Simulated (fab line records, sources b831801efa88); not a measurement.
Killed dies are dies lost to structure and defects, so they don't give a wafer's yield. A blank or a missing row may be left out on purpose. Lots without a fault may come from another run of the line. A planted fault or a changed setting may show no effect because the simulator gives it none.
Which tool did it? | flow gf180mcu | 13 lots, 39 wafers sampled, at 4 steps of a route of 602

WHAT THE GAUGES READ, wafer by wafer
GF_TOP_METAL_OVL_MEAS_15. Usual: TOP_METAL_OVL -0.3 nm, standard deviation 1.6.
lot  | measured     | on         | TOP_METAL_OVL (nm) | flag
L368 | day 28 02:22 | overlay-02 | -0.9 -1.9 -2.1     |
L369 | day 28 05:07 | overlay-02 | 1.1 -1.2 -1.7      |
L371 | day 28 17:10 | overlay-01 | 1.3 -0.6 -0.2      |
L372 | day 29 02:49 | overlay-01 | -0.7 -1.2 0.2      |
L380 | day 31 12:07 | overlay-02 | 0.1 1.5 -1.7       |
L381 | day 31 18:08 | overlay-02 | -1.0 -0.9 -3.2     |
L384 | day 32 23:29 | overlay-01 | -0.3 -0.2 0.4      |
L385 | day 32 16:14 | overlay-02 | -1.6 -2.3 -0.7     |
L386 | day 33 02:13 | overlay-02 | -1.7 -0.6 -2.0     |
L387 | day 33 06:01 | overlay-02 | -1.2 -1.8 -1.5     |
L389 | day 33 20:02 | overlay-01 | 0.2 1.3 -1.7       |
L390 | day 34 00:25 | overlay-02 | -3.8 -2.5 -2.3     |
L391 | day 34 09:15 | overlay-01 | 1.3 1.5 1.5        |

WHICH TOOL RAN EACH LOT (tool, then ch and the chambers of the sampled wafers, then the start)
lot  | GF_STI_ETCH_13                    | GF_M5_ETCH_09                      | GF_V5_STRIP_18
L368 | rie_diel-03 ch 0,1,3, day 2 04:05 | rie_diel-04 ch 0,2,3, day 26 06:36 | plasma_asher-04 ch 0,1, day 27 04:42
L369 | rie_diel-03 ch 0,2, day 2 06:55   | rie_diel-03 ch 0,3, day 26 10:15   | plasma_asher-01 ch 0,1, day 27 08:20
L371 | rie_diel-02 ch 1,2,3, day 2 16:59 | rie_diel-01 ch 0,1,2, day 26 22:57 | plasma_asher-03 ch 0,1, day 27 20:00
L372 | rie_diel-03 ch 1,2,3, day 2 21:56 | rie_diel-01 ch 0,3, day 27 09:18   | plasma_asher-03 ch 1, day 28 06:15
L380 | rie_diel-01 ch 1,3, day 4 15:43   | rie_diel-03 ch 0,1,2, day 29 21:23 | plasma_asher-03 ch 0,1, day 30 16:56
L381 | rie_diel-02 ch 0,3, day 4 21:46   | rie_diel-01 ch 0,1,3, day 30 05:29 | plasma_asher-01 ch 0,1, day 31 00:29
L384 | rie_diel-02 ch 1,2, day 5 15:02   | rie_diel-03 ch 0,1,3, day 31 10:16 | plasma_asher-04 ch 0,1, day 32 05:47
L385 | rie_diel-01 ch 0,1, day 5 17:23   | rie_diel-04 ch 0,1,3, day 31 03:34 | plasma_asher-01 ch 0,1, day 31 22:27
L386 | rie_diel-03 ch 0,1,3, day 5 22:07 | rie_diel-01 ch 0,2,3, day 31 13:48 | plasma_asher-04 ch 0,1, day 32 08:30
L387 | rie_diel-03 ch 0,2,3, day 6 02:14 | rie_diel-04 ch 1,2,3, day 31 19:27 | plasma_asher-03 ch 0,1, day 32 13:19
L389 | rie_diel-03 ch 0,1,2, day 6 15:14 | rie_diel-04 ch 1,3, day 32 09:03   | plasma_asher-01 ch 0,1, day 33 02:49
L390 | rie_diel-01 ch 1,3, day 6 19:38   | rie_diel-03 ch 0,1,3, day 32 15:04 | plasma_asher-03 ch 0,1, day 33 08:05
L391 | rie_diel-03 ch 1,2,3, day 7 03:17 | rie_diel-04 ch 0,1,2, day 32 23:54 | plasma_asher-01 ch 0,1, day 33 16:58
- GF_STI_ETCH_13: etches the open film in CHF3/O2, stops on Si, target depth 282.31 nm, time 112.9 s.
- GF_M5_ETCH_09: etches Si3N4 in CF4/O2, target depth 52 nm, time 11.6 s.
- GF_V5_STRIP_18: strips in O2/N2.

WHAT THE TOOLS THEMSELVES READ (means of the sampled wafers that have a number; where no wafer has one, the mark that the record gives instead)
GF_STI_ETCH_13. Usual: bias_w 199.9 W, standard deviation 0.64; drypump_motor_current_A 5.6 A, standard deviation 0.42; oes_product_au 0.831 a.u., standard deviation 0.0062; throttle_valve_pct 8.809 %, standard deviation 0.0085.
lot  | tool        | bias_w (W) | drypump_motor_current_A (A) | oes_product_au (a.u.) | throttle_valve_pct (%) | flag
L368 | rie_diel-03 | 200.3      | 5.2                         | 0.822                 | 8.804                  |
L369 | rie_diel-03 | 200.2      | 5.2                         | 0.829                 | 8.811                  |
L371 | rie_diel-02 | 199.5      | 5.9                         | 0.839                 | 8.803                  |
L372 | rie_diel-03 | 199.5      | 5.3                         | 0.826                 | 8.808                  |
L380 | rie_diel-01 | 199.9      | 6.2                         | 0.834                 | 8.806                  |
L381 | rie_diel-02 | 199.7      | 5.9                         | 0.836                 | 8.815                  |
L384 | rie_diel-02 | 199.2      | 5.6                         | 0.827                 | 8.821                  |
L385 | rie_diel-01 | 199.9      | 5.9                         | 0.819                 | 8.809                  |
L386 | rie_diel-03 | 199.6      | 5.3                         | 0.825                 | 8.802                  |
L387 | rie_diel-03 | 199.6      | 5.3                         | 0.835                 | 8.805                  |
L389 | rie_diel-03 | 200.2      | 5.2                         | 0.833                 | 8.803                  |
L390 | rie_diel-01 | 199.7      | 6.3                         | 0.828                 | 8.804                  |
L391 | rie_diel-03 | 199.5      | 5.3                         | 0.836                 | 8.809                  |

GF_M5_ETCH_09. Usual: bias_w 150.0 W, standard deviation 0.46; drypump_motor_current_A 5.6 A, standard deviation 0.39; oes_product_au 0.998 a.u., standard deviation 0.0087; throttle_valve_pct 5.971 %, standard deviation 0.0089.
lot  | tool        | bias_w (W) | drypump_motor_current_A (A) | oes_product_au (a.u.) | throttle_valve_pct (%) | flag
L368 | rie_diel-04 | 150.1      | 5.6                         | 0.992                 | 5.972                  |
L369 | rie_diel-03 | 150.4      | 5.3                         | 0.991                 | 5.958                  |
L371 | rie_diel-01 | 149.8      | 6.0                         | 1.001                 | 5.966                  |
L372 | rie_diel-01 | 150.0      | 6.0                         | 1.003                 | 5.966                  |
L380 | rie_diel-03 | 150.3      | 5.2                         | 1.005                 | 5.964                  |
L381 | rie_diel-01 | 149.9      | 6.1                         | 0.998                 | 5.970                  |
L384 | rie_diel-03 | 149.9      | 5.3                         | 1.002                 | 5.979                  |
L385 | rie_diel-04 | 149.5      | 5.5                         | 0.995                 | 5.976                  |
L386 | rie_diel-01 | 150.1      | 6.2                         | 0.997                 | 5.964                  |
L387 | rie_diel-04 | 149.9      | 5.6                         | 1.000                 | 5.978                  |
L389 | rie_diel-04 | 149.7      | 5.5                         | 1.012                 | 5.980                  |
L390 | rie_diel-03 | 149.8      | 5.3                         | 0.995                 | 5.973                  |
L391 | rie_diel-04 | 149.7      | 5.6                         | 1.003                 | 5.970                  |

GF_V5_STRIP_18. Usual: drypump_motor_current_A 5.6 A, standard deviation 0.3; heater_power_w 331 W, standard deviation 34; oes_product_au 0.568 a.u., standard deviation 0.0051.
lot  | tool            | drypump_motor_current_A (A) | heater_power_w (W) | oes_product_au (a.u.) | flag
L368 | plasma_asher-04 | 5.9                         | 320                | 0.573                 |
L369 | plasma_asher-01 | 5.8                         | 321                | 0.567                 |
L371 | plasma_asher-03 | 5.4                         | 336                | 0.567                 |
L372 | plasma_asher-03 | 5.3                         | 324                | 0.565                 |
L380 | plasma_asher-03 | 5.3                         | 327                | 0.570                 |
L381 | plasma_asher-01 | 5.5                         | 347                | 0.567                 |
L384 | plasma_asher-04 | 5.9                         | 321                | 0.562                 |
L385 | plasma_asher-01 | 5.8                         | 319                | 0.568                 |
L386 | plasma_asher-04 | 5.9                         | 346                | 0.566                 |
L387 | plasma_asher-03 | 5.3                         | 326                | 0.573                 |
L389 | plasma_asher-01 | 5.8                         | 323                | 0.569                 |
L390 | plasma_asher-03 | 5.4                         | 327                | 0.563                 |
L391 | plasma_asher-01 | 5.8                         | 322                | 0.576                 |

THE ANSWER, worked out from the rows above alone
Rule: a lot is off if the mean of its wafers that have a number lies more than 3 standard deviations from the usual mean. A lot without any number at a reading at which 4 lots or more have one is off too. The other lots that the step has rows for count as sound. The gauges are gone through in route order, then the tools' own readings, and for those a lot's mean is taken as printed above. The first step at which some lot is off is used, and at that step the reading that is off furthest; a lot without a number counts as furthest.
No lot is off at any reading shown: from this, nothing can be told.

WHAT THE SIMULATOR HAD PUT IN
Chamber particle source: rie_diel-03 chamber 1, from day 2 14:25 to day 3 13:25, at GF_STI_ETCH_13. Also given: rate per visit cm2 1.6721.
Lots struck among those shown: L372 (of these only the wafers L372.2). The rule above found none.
